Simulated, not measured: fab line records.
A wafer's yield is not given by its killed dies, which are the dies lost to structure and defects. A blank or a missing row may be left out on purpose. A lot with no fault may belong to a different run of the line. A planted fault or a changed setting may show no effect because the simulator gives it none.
The tool behind it: which one?    flow gf180mcu    7 lots (20 wafers sampled), 1 step of a 602-step route

## WHAT THE GAUGES SHOWED, per wafer
GF_SAB_OVL_MEAS_10.
lot   measured      on          SAB_OVL (nm)
L976  day 15 13:37  overlay-01  1.4 0.9 1.1
L979  day 16 15:59  overlay-02  1.5 0.9 1.7
L981  day 17 11:29  overlay-02  2.9 1.2 2.3
L983  day 18 02:01  overlay-02  -0.7 -1.1 1.0
L985  day 18 17:41  overlay-02  -0.6 -2.1 -0.5
L987  day 19 19:43  overlay-02  0.3 1.1 -0.6
L989  day 20 20:13  overlay-01  0.4 2.9

## WHICH TOOL RAN EACH LOT (tool, then ch and the chambers of the sampled wafers, then the start)
Before these readings, the record contains no process step.

## THE ANSWER, worked out from the rows above alone
Rule: the lots themselves supply what counts as usual. Put in order of their means at a reading, lots are off if they are a third of the lots or fewer, leave a main group of 4 or more, and stand apart from it by a gap of 3 or more times the standard deviation of the main group's means; of several such gaps the widest counts. A main group is skipped when, at the precision printed for the reading in the tables above, its means are all equal. A lot without any number at a reading at which 4 lots or more have one is off too. Any other lot the step has rows for is counted as sound.
No lot is off at any reading shown: from this, nothing can be told.

## WHAT HAD BEEN PUT IN BY THE SIMULATOR
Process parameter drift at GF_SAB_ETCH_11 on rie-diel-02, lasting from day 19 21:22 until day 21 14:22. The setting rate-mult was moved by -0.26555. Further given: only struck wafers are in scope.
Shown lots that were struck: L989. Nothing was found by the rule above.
